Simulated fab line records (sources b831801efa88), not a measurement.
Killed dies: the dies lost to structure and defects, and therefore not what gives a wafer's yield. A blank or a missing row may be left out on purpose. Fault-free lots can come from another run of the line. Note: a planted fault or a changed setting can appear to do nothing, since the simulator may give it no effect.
Split-lot experiment :: flow sky130 :: 5 lots, 23 wafers read, on a route of 708 steps

THE SPLIT
At SKY_SONOS_ONO_ETCH_15 (etches the open film in CHF3/O2, target depth 19.52 nm, time 7.8 s), the setting sourceW was moved away from the recipe's 600 W on 8 of the 23 wafers read, by -8.5% to +11.9%. All remaining wafers had this setting at the recipe value.

The reading comes from the split's own step.

THE READING
SONOS_ONO.featureDepthNm (the simulator's own value, which no gauge read), in nm, at SKY_SONOS_ONO_ETCH_15 (etches the open film in CHF3/O2, target depth 19.52 nm, time 7.8 s). The file does not state a usual value for it. Here, 15 wafers ran the recipe; their average is 19.61 nm with a standard deviation of 0.25 nm.

wafer: L076.1
tool, chamber at the split: rieDiel-02, 3
sourceW as run, W: 600
against the recipe: recipe
SONOS_ONO.featureDepthNm, nm: 19.36
against lot-mates on the recipe: -

wafer: L076.2
tool, chamber at the split: rieDiel-02, 2
sourceW as run, W: 600
against the recipe: recipe
SONOS_ONO.featureDepthNm, nm: 19.27
against lot-mates on the recipe: -

wafer: L076.3
tool, chamber at the split: rieDiel-02, 1
sourceW as run, W: 600
against the recipe: recipe
SONOS_ONO.featureDepthNm, nm: 19.53
against lot-mates on the recipe: -

wafer: L076.4
tool, chamber at the split: rieDiel-02, 0
sourceW as run, W: 600
against the recipe: recipe
SONOS_ONO.featureDepthNm, nm: 19.47
against lot-mates on the recipe: -

wafer: L076.5
tool, chamber at the split: rieDiel-02, 2
sourceW as run, W: 600
against the recipe: recipe
SONOS_ONO.featureDepthNm, nm: 19.24
against lot-mates on the recipe: -

wafer: L078.2
tool, chamber at the split: rieDiel-04, 3
sourceW as run, W: 600
against the recipe: recipe
SONOS_ONO.featureDepthNm, nm: 19.72
against lot-mates on the recipe: -

wafer: L078.5
tool, chamber at the split: rieDiel-04, 3
sourceW as run, W: 600
against the recipe: recipe
SONOS_ONO.featureDepthNm, nm: 19.99
against lot-mates on the recipe: -

wafer: L078.6
tool, chamber at the split: rieDiel-04, 0
sourceW as run, W: 600
against the recipe: recipe
SONOS_ONO.featureDepthNm, nm: 19.32
against lot-mates on the recipe: -

wafer: L079.2
tool, chamber at the split: rieDiel-01, 0
sourceW as run, W: 600
against the recipe: recipe
SONOS_ONO.featureDepthNm, nm: 19.95
against lot-mates on the recipe: -

wafer: L079.3
tool, chamber at the split: rieDiel-01, 3
sourceW as run, W: 671.4
against the recipe: +11.9%
SONOS_ONO.featureDepthNm, nm: 20.67
against lot-mates on the recipe: +0.73

wafer: L079.4
tool, chamber at the split: rieDiel-01, 1
sourceW as run, W: 671.4
against the recipe: +11.9%
SONOS_ONO.featureDepthNm, nm: 20.64
against lot-mates on the recipe: +0.70

wafer: L079.5
tool, chamber at the split: rieDiel-01, 0
sourceW as run, W: 600
against the recipe: recipe
SONOS_ONO.featureDepthNm, nm: 19.99
against lot-mates on the recipe: -

wafer: L079.6
tool, chamber at the split: rieDiel-01, 3
sourceW as run, W: 600
against the recipe: recipe
SONOS_ONO.featureDepthNm, nm: 19.89
against lot-mates on the recipe: -

wafer: L080.1
tool, chamber at the split: rieDiel-02, 1
sourceW as run, W: 561.1
against the recipe: -6.5%
SONOS_ONO.featureDepthNm, nm: 18.77
against lot-mates on the recipe: -0.83

wafer: L080.2
tool, chamber at the split: rieDiel-02, 0
sourceW as run, W: 600
against the recipe: recipe
SONOS_ONO.featureDepthNm, nm: 19.56
against lot-mates on the recipe: -

wafer: L080.3
tool, chamber at the split: rieDiel-02, 2
sourceW as run, W: 561.1
against the recipe: -6.5%
SONOS_ONO.featureDepthNm, nm: 18.82
against lot-mates on the recipe: -0.78

wafer: L080.4
tool, chamber at the split: rieDiel-02, 1
sourceW as run, W: 561.1
against the recipe: -6.5%
SONOS_ONO.featureDepthNm, nm: 18.85
against lot-mates on the recipe: -0.75

wafer: L080.5
tool, chamber at the split: rieDiel-02, 0
sourceW as run, W: 600
against the recipe: recipe
SONOS_ONO.featureDepthNm, nm: 19.64
against lot-mates on the recipe: -

wafer: L085.1
tool, chamber at the split: rieDiel-01, 1
sourceW as run, W: 549
against the recipe: -8.5%
SONOS_ONO.featureDepthNm, nm: 19
against lot-mates on the recipe: -0.60

wafer: L085.2
tool, chamber at the split: rieDiel-01, 3
sourceW as run, W: 600
against the recipe: recipe
SONOS_ONO.featureDepthNm, nm: 19.63
against lot-mates on the recipe: -

wafer: L085.3
tool, chamber at the split: rieDiel-01, 2
sourceW as run, W: 600
against the recipe: recipe
SONOS_ONO.featureDepthNm, nm: 19.57
against lot-mates on the recipe: -

wafer: L085.5
tool, chamber at the split: rieDiel-01, 2
sourceW as run, W: 549
against the recipe: -8.5%
SONOS_ONO.featureDepthNm, nm: 18.84
against lot-mates on the recipe: -0.76

wafer: L085.6
tool, chamber at the split: rieDiel-01, 3
sourceW as run, W: 549
against the recipe: -8.5%
SONOS_ONO.featureDepthNm, nm: 19.01
against lot-mates on the recipe: -0.59

THE FIT
A straight line over all 23 wafers: SONOS_ONO.featureDepthNm changes by +0.0908 nm for each +1% of sourceW; r = +0.90; the points scatter about the line by 0.23 nm.
The same after taking each lot's own level away (the mean of its wafers on the recipe; 23 wafers): +0.0761 nm for each +1%; r = +0.93; scatter 0.17 nm.
According to that fit, moving sourceW by its largest amount changes the reading by 0.91 nm.
Measured against the standard deviation above, the lots' own levels, which go from 19.374 to 19.943 nm, span 2.3 times it.
In other words, the slope is changed by the lot-to-lot level; the two fits disagree.
Check: +0.906 nm against its lot-mates is what the line predicts for one of the wafers moved furthest among these (+11.9%) when that wafer is left out of the fit. Against them it came out at +0.727 nm.

FURTHER SPLITS ON THESE WAFERS
Other splits were also applied to these wafers ahead of the reading. Each is held against what the fit with the lots' levels taken away leaves over:
other split on the same wafers: SKY_VT_ADJUST_NCORE_EXPOSE_04 doseMj
wafers away from the commonest value: 5
r with SONOS_ONO.featureDepthNm (lot level and that fit taken away): +0.14

other split on the same wafers: SKY_VT_ADJUST_NCORE_DEVELOP_06 devTempC
wafers away from the commonest value: 10
r with SONOS_ONO.featureDepthNm (lot level and that fit taken away): -0.52

other split on the same wafers: SKY_VT_ADJUST_HVTR_IMPLANT_09 energyKev
wafers away from the commonest value: 4
r with SONOS_ONO.featureDepthNm (lot level and that fit taken away): +0.09

other split on the same wafers: SKY_VT_ADJUST_PCH_COAT_02 resistThkNm
wafers away from the commonest value: 8
r with SONOS_ONO.featureDepthNm (lot level and that fit taken away): -0.02

other split on the same wafers: SKY_VT_ADJUST_PCH_DEVELOP_06 developTimeS
wafers away from the commonest value: 8
r with SONOS_ONO.featureDepthNm (lot level and that fit taken away): -0.03

other split on the same wafers: SKY_SONOS_TUNNEL_IMPLANT_09 energyKev
wafers away from the commonest value: 7
r with SONOS_ONO.featureDepthNm (lot level and that fit taken away): -0.13

other split on the same wafers: SKY_SONOS_ONO_OXIDATION_00 tempC
wafers away from the commonest value: 15
r with SONOS_ONO.featureDepthNm (lot level and that fit taken away): -0.22

FILE'S OWN FIT
SONOS_ONO.featureDepthNm changes by +0.0747 nm for each +1% of sourceW, r = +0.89.
